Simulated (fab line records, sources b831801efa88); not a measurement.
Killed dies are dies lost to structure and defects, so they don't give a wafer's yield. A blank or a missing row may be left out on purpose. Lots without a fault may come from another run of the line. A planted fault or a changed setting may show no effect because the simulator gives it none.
Chamber matching | flow sky130 | SKY_VIA4_CMP_02 on cmp-01: 4 sister chambers
The step polishes SiO2. 4 wafers are shown with their chamber, then 10 later ones without.

WAFERS WITH THEIR CHAMBER
wafer  | chamber | motor_current_A (A)
L378.2 | 3       | 13.8
L378.4 | 0       | 10.9
L379.2 | 1       | 13.4
L379.4 | 2       | 10.4

WAFERS WITHOUT THEIR CHAMBER
wafer  | motor_current_A (A)
L379.6 | 13.0
L380.2 | 12.9
L380.3 | 11.3
L380.6 | 13.6
L382.1 | 14.0
L382.3 | 10.7
L382.4 | 10.7
L383.2 | 13.2
L383.3 | 10.7
L383.6 | 13.7

WHICH CHAMBER EACH WENT THROUGH
wafer  | from the rows above     | in truth
L379.6 | can't be placed: 1 or 3 | 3
L380.2 | can't be placed: 1 or 3 | 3
L380.3 | can't be placed: 0 or 2 | 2
L380.6 | can't be placed: 1 or 3 | 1
L382.1 | can't be placed: 3 or 1 | 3
L382.3 | can't be placed: 0 or 2 | 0
L382.4 | can't be placed: 0 or 2 | 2
L383.2 | can't be placed: 1 or 3 | 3
L383.3 | can't be placed: 0 or 2 | 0
L383.6 | can't be placed: 3 or 1 | 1
Placed correctly: 0 of 10. Can't be placed from these rows: 10 (the true chamber is among the candidates in 10). Placed wrongly: 0.
How it was worked out, from the rows above alone: a wafer's distance from a chamber is the root of the sum, over the readings, of the square of ((its reading less the chamber's mean) divided by the reading's scatter). The wafer belongs to the nearest chamber; if the next one is less than 2 further off, it can't be placed. A chamber's mean is the mean of its shown wafers. The scatter: with one shown wafer a chamber, the root of the mean of the squares of how far each hidden wafer lies from its nearest shown one.
